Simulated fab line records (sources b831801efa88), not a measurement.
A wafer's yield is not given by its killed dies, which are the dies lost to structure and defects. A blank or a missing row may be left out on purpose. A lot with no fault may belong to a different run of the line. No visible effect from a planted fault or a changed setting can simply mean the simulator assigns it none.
Tool commonality check / flow gf180mcu / Sample size 15 lots and 45 wafers

## WHY THIS WAS OPENED
3 of 15 lots carry a flag on the reading NSD_TW at GF_NSD_TW_MEAS_12. Wafers without a fault read 4234, standard deviation 42.
Rule: flag the lot when none of its wafers has a number, or when each of its wafers that has one lies beyond 4 standard deviations from that mean. The rest of the lots are taken to be sound.

lot=L786; measured=day 13 14:56; on=film metro-02; NSD_TW, wafer by wafer=4264 4277 4243; flag=
lot=L787; measured=day 13 20:20; on=film metro-02; NSD_TW, wafer by wafer=4268 4267 4279; flag=
lot=L788; measured=day 14 08:42; on=film metro-02; NSD_TW, wafer by wafer=4237 4277 4246; flag=
lot=L789; measured=day 15 00:42; on=film metro-04; NSD_TW, wafer by wafer=4191 4215 4206; flag=
lot=L790; measured=day 15 07:22; on=film metro-03; NSD_TW, wafer by wafer=4250 4249 4252; flag=
lot=L791; measured=day 15 12:49; on=film metro-02; NSD_TW, wafer by wafer=4280 4289 4264; flag=
lot=L793; measured=day 16 04:50; on=film metro-03; NSD_TW, wafer by wafer=4267 4264 4261; flag=
lot=L795; measured=day 17 04:38; on=film metro-03; NSD_TW, wafer by wafer=4226 4240 4226; flag=
lot=L797; measured=day 17 18:05; on=film metro-03; NSD_TW, wafer by wafer=30 30 30; flag=FLAGGED
lot=L798; measured=day 18 01:49; on=film metro-03; NSD_TW, wafer by wafer=4260 4264 4247; flag=
lot=L799; measured=day 18 02:12; on=film metro-02; NSD_TW, wafer by wafer=30 30 30; flag=FLAGGED
lot=L800; measured=day 18 16:50; on=film metro-04; NSD_TW, wafer by wafer=29 29 29; flag=FLAGGED
lot=L805; measured=day 20 04:58; on=film metro-04; NSD_TW, wafer by wafer=4209 4190 4198; flag=
lot=L806; measured=day 20 14:58; on=film metro-03; NSD_TW, wafer by wafer=4293 4264 4290; flag=
lot=L808; measured=day 21 08:18; on=film metro-02; NSD_TW, wafer by wafer=4241 4251 4236; flag=
Flagged lots average 30: -4204 relative to the usual, that is -99 or more standard deviations.

## LOT BY LOT: THE TOOL USED
2 process steps preceding the reading are held in the record, out of 602 steps in the route. In each cell: the tool, then ch and the chambers that the sampled wafers went through, then the start.
lot=L786; flag=; GF_HV_LDD_STRIP_10=plasma asher-03 ch 0,1, day 10 06:32; GF_NSD_DEVELOP_06=litho track-03 ch 0, day 13 14:14
lot=L787; flag=; GF_HV_LDD_STRIP_10=plasma asher-03 ch 0,1, day 10 12:44; GF_NSD_DEVELOP_06=litho track-02 ch 0, day 13 19:38
lot=L788; flag=; GF_HV_LDD_STRIP_10=plasma asher-04 ch 0,1, day 10 23:26; GF_NSD_DEVELOP_06=litho track-01 ch 0, day 14 07:59
lot=L789; flag=; GF_HV_LDD_STRIP_10=plasma asher-03 ch 0,1, day 11 13:01; GF_NSD_DEVELOP_06=litho track-02 ch 0, day 15 00:02
lot=L790; flag=; GF_HV_LDD_STRIP_10=plasma asher-03 ch 0,1, day 11 19:19; GF_NSD_DEVELOP_06=litho track-02 ch 0, day 15 06:40
lot=L791; flag=; GF_HV_LDD_STRIP_10=plasma asher-03 ch 0,1, day 11 23:56; GF_NSD_DEVELOP_06=litho track-01 ch 0, day 15 12:07
lot=L793; flag=; GF_HV_LDD_STRIP_10=plasma asher-02 ch 0,1, day 12 14:19; GF_NSD_DEVELOP_06=litho track-03 ch 0, day 16 04:08
lot=L795; flag=; GF_HV_LDD_STRIP_10=plasma asher-02 ch 0,1, day 13 09:05; GF_NSD_DEVELOP_06=litho track-02 ch 0, day 17 03:56
lot=L797; flag=FLAGGED; GF_HV_LDD_STRIP_10=plasma asher-04 ch 0,1, day 13 20:35; GF_NSD_DEVELOP_06=litho track-03 ch 0, day 17 17:23
lot=L798; flag=; GF_HV_LDD_STRIP_10=plasma asher-04 ch 0,1, day 14 05:25; GF_NSD_DEVELOP_06=litho track-01 ch 0, day 18 01:07
lot=L799; flag=FLAGGED; GF_HV_LDD_STRIP_10=plasma asher-02 ch 0,1, day 14 06:03; GF_NSD_DEVELOP_06=litho track-03 ch 0, day 18 01:32
lot=L800; flag=FLAGGED; GF_HV_LDD_STRIP_10=plasma asher-04 ch 0,1, day 14 17:56; GF_NSD_DEVELOP_06=litho track-03 ch 0, day 18 16:08
lot=L805; flag=; GF_HV_LDD_STRIP_10=plasma asher-03 ch 0,1, day 16 03:14; GF_NSD_DEVELOP_06=litho track-01 ch 0, day 20 04:16
lot=L806; flag=; GF_HV_LDD_STRIP_10=plasma asher-03 ch 0,1, day 16 11:14; GF_NSD_DEVELOP_06=litho track-02 ch 0, day 20 14:16
lot=L808; flag=; GF_HV_LDD_STRIP_10=plasma asher-04 ch 0, day 17 03:23; GF_NSD_DEVELOP_06=litho track-01 ch 0, day 21 07:35
What the steps here do:
- GF_HV_LDD_STRIP_10: strips in O2/N2.
- GF_NSD_DEVELOP_06: develop time 60 s.
- GF_NSD_TW_MEAS_12

## FLAGGED OVER TOTAL, TOOL BY TOOL (the gauges that took the reading come last)
step=GF_HV_LDD_STRIP_10; tool=plasma asher-02; lots run=3; flagged=1; share of the flagged lots=some; sound lots run after its first flagged lot=0
step=GF_HV_LDD_STRIP_10; tool=plasma asher-03; lots run=7; flagged=0; share of the flagged lots=none; sound lots run after its first flagged lot=-
step=GF_HV_LDD_STRIP_10; tool=plasma asher-04; lots run=5; flagged=2; share of the flagged lots=some; sound lots run after its first flagged lot=2 (L798,L808)
step=GF_NSD_DEVELOP_06; tool=litho track-01; lots run=5; flagged=0; share of the flagged lots=none; sound lots run after its first flagged lot=-
step=GF_NSD_DEVELOP_06; tool=litho track-02; lots run=5; flagged=0; share of the flagged lots=none; sound lots run after its first flagged lot=-
step=GF_NSD_DEVELOP_06; tool=litho track-03; lots run=5; flagged=3; share of the flagged lots=all; sound lots run after its first flagged lot=0
step=GF_NSD_TW_MEAS_12; tool=film metro-02; lots run=6; flagged=1; share of the flagged lots=some; sound lots run after its first flagged lot=1 (L808)
step=GF_NSD_TW_MEAS_12; tool=film metro-03; lots run=6; flagged=1; share of the flagged lots=some; sound lots run after its first flagged lot=2 (L798,L806)
step=GF_NSD_TW_MEAS_12; tool=film metro-04; lots run=3; flagged=1; share of the flagged lots=some; sound lots run after its first flagged lot=1 (L805)

## THE TABLE: WHAT IT ALLOWS
In the table, 1 row covers all flagged lots: litho track-03 at GF_NSD_DEVELOP_06.
- litho track-03 at GF_NSD_DEVELOP_06 ran 5 lots, 3 of them flagged. A fault beginning between L793 (day 16 04:08), its last sound lot, and L797 (day 17 17:23), its first flagged one, fits the data.
litho track-03 at GF_NSD_DEVELOP_06 is the single tool remaining.

## WHAT THE SIMULATOR HAD INSERTED
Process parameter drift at GF_NSD_DEVELOP_06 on litho track-03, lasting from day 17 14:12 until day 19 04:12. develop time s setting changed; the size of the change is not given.
Shown lots that were struck: L797, L799, L800. This agrees with what the rule above found.
